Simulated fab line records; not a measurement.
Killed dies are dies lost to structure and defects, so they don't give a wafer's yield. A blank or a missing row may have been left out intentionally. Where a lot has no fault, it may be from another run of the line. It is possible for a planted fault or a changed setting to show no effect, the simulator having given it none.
A struck lot beside a sound one / flow sky130 / 44 steps out of a route of 708
Sound: these wafers, L441.2, L441.5, L441.6. Struck: wafer L450.3 (left out: L450.1, L450.4 of the same lot, which were not struck); the cause appears at the end.
Each step with rows lists, per side, the tool, then ch with its chambers, then its first start. Under that, the readings that differ: sound wafers / struck wafers / difference of the means / sigmas: that difference in standard deviations of wafers without a fault.
alike: a reading whose means differ by less than 2 such deviations, as well as words and numbers matching on both sides. not compared: withheld readings; readings where some wafer has no value; bounds like >300 that might hide an equal value; numbers whose values overlap and for which the record gives no deviation.
The two part at a step that has a row with sigmas, a row that says differs or no value, or rows on one side only. When numbers do not overlap yet have no deviation, they are printed without sigmas and do not part them. A reading that every wafer of one side lacks parts them only if that side has two wafers or more.

first, 7 steps without rows for these wafers: SKY_VIA2_ETCH_15 (etches SiO2 in C4F8/O2/Ar, stops on TiN, target depth 546 nm, time 84 s); SKY_VIA2_STRIP_16 (strips in O2/N2); SKY_VIA2_STRIP_17 (strips in post etch residue remover, time 1200 s); SKY_VIA2_CLEAN_18 (cleans in IPA, time 180 s); SKY_VIA2_CLEAN_19 (cleans in O3/DIW); SKY_VIA2_SPUTTER_20 (material TiN, target thk 20 nm, time 80 s); SKY_VIA2_CVD_21 (deposits W, target thk 420 nm, time 126.4 s).
SKY_VIA2_RS_MEAS_22: measurement is done with a four-point probe.
  sound on film_metro-03 at day 37 02:30; struck on film_metro-04 at day 40 06:37
  alike: VIA2_W_RS
SKY_VIA2_THK_MEAS_23: measures by xrf.
  sound on film_metro-03 at day 37 02:37; struck on film_metro-04 at day 40 06:44
reading=VIA2_W_THK (nm); sound=399 401 399; struck=388; difference=-12; sigmas=-3
SKY_VIA2_CMP_24: polishes, stops on SiO2, t overpolish 20 s, target thk 0 nm.
  sound on cmp-02 ch 0,1,3, day 37 02:53; struck on cmp-02 ch 2, day 40 06:47
  alike: motor_current_A, overpolish_run_s, time_to_endpoint_s
then, 1 step without rows for these wafers: SKY_METAL3_SPUTTER_00 (material Ti, target thk 15 nm, time 10 s).
SKY_METAL3_SPUTTER_01: material TiN, target thk 20 nm, time 16.7 s.
  sound on pvd_sputter-02 at day 37 03:07; struck on pvd_sputter-02 at day 40 07:07
  alike: throttle_valve_pct
SKY_METAL3_SPUTTER_02: material AlCu, target thk 735 nm, time 39.1 s.
  sound on pvd_sputter-02 at day 37 03:08; struck on pvd_sputter-02 at day 40 07:08
reading=model.AlCu_of_METAL3_SPUTTER_02.thk_nm (nm); sound=749.9 741.8 746.6; struck=947.9; difference=+201.8; sigmas=
  alike: throttle_valve_pct
SKY_METAL3_SPUTTER_03: material Ti, target thk 5 nm, time 3.3 s.
  sound on pvd_sputter-02 at day 37 03:10; struck on pvd_sputter-02 at day 40 07:10
  alike: throttle_valve_pct
SKY_METAL3_SPUTTER_04: material TiN, target thk 70 nm, time 58.3 s.
  sound on pvd_sputter-02 at day 37 03:11; struck on pvd_sputter-02 at day 40 07:11
  alike: throttle_valve_pct
SKY_CAPM_CVD_00: deposits SiO2, target thk 15.5 nm.
  sound on pecvd-01 ch 0,2, day 37 03:14; struck on pecvd-02 ch 2, day 40 07:14
  alike: heater_power_w
SKY_CAPM_THK_MEAS_01:
  sound on film_metro-04 at day 37 03:16; struck on film_metro-02 at day 40 07:16
  alike: CAPM_CVD_00_THK
then, 1 step without rows for these wafers: SKY_CAPM_SPUTTER_02 (material TiN, target thk 200 nm, time 166.7 s).
SKY_CAPM_RS_MEAS_03: measurement is done with a four-point probe.
  sound on film_metro-02 at day 37 03:27; struck on film_metro-01 at day 40 07:26
  alike: CAPM_TIN_RS
SKY_CAPM_THK_MEAS_04: measures by xrf.
  sound on film_metro-02 at day 37 03:34; struck on film_metro-01 at day 40 07:33
  alike: CAPM_TIN_THK
then, 7 steps without rows for these wafers: SKY_CAPM_DEHYDRATE_05 (time 60 s); SKY_CAPM_HMDS_06 (prime time 60 s); SKY_CAPM_COAT_07 (resist thk 1140 nm); SKY_CAPM_SOFTBAKE_08 (time 60 s); SKY_CAPM_EXPOSE_09 (exposes mask CAPM, target cd 1000 nm); SKY_CAPM_PEB_10; SKY_CAPM_DEVELOP_11 (develop time 60 s).
SKY_CAPM_OVL_MEAS_12:
  sound on overlay-01 at day 38 05:15; struck on overlay-02 at day 41 07:34
  alike: CAPM_OVL
then, 13 steps without rows for these wafers: SKY_CAPM_METAL_ETCH_13 (etches TiN in Cl2/BCl3, stops on SiO2, target depth 220 nm, time 62.9 s); SKY_CAPM_STRIP_14 (strips in O2/N2); SKY_CAPM_STRIP_15 (strips in post etch residue remover, time 1200 s); SKY_CAPM_CLEAN_16 (cleans in IPA, time 180 s); SKY_CAPM_CLEAN_17 (cleans in O3/DIW); SKY_METAL3_DEHYDRATE_05 (time 60 s); SKY_METAL3_HMDS_06 (prime time 60 s); SKY_METAL3_COAT_07 (resist thk 60 nm); SKY_METAL3_COAT_08 (resist thk 1140 nm); SKY_METAL3_SOFTBAKE_09 (time 90 s); SKY_METAL3_EXPOSE_10 (exposes mask MM3, target cd 300 nm); SKY_METAL3_PEB_11; SKY_METAL3_DEVELOP_12 (develop time 60 s).
SKY_METAL3_CD_MEAS_13: target cd 300 nm.
  sound on cd_sem-01 at day 39 06:35; struck on cd_sem-01 at day 42 07:37
  alike: cd_nm
SKY_METAL3_METAL_ETCH_18: etches the open film in Cl2/BCl3, stops on SiO2, target depth 845 nm, time 183.1 s.
  sound on rie_metal-02 ch 0,1, day 39 06:53; struck on rie_metal-04 ch 0, day 42 07:55
reading=oes_product_au (a.u.); sound=0.872 0.865 0.870; struck=0.970; difference=+0.101; sigmas=+16
  alike: drypump_motor_current_A, throttle_valve_pct
  not compared: rf_hours_counter_h
-- the record jumps here: 7 days lie between the struck wafers' starts before and after (it left off in module METAL3 and takes up again in module PAD_OPEN, whose first step shown is number 708 of the route) --
SKY_PAD_OPEN_PROBE_99:
  sound on prober-02 at day 46 09:23; struck on prober-02 at day 48 20:04
reading=model.etest.met3_comb.leak_log10_a_um; sound=-12.12 -11.88 -12.05; struck=-7.586; difference=+4.431; sigmas=
reading=model.etest.met3.line_ohm_um; sound=0.139 0.1396 0.1381; struck=0.1107; difference=-0.0282; sigmas=
reading=model.etest.met3.rs_ohm_sq; sound=0.04192 0.04186 0.04208; struck=0.033; difference=-0.009; sigmas=

## WHERE THEY PART
At SKY_VIA2_THK_MEAS_23 first; at SKY_METAL3_METAL_ETCH_18 last (within this record only).

WHY: what had been put in by the simulator
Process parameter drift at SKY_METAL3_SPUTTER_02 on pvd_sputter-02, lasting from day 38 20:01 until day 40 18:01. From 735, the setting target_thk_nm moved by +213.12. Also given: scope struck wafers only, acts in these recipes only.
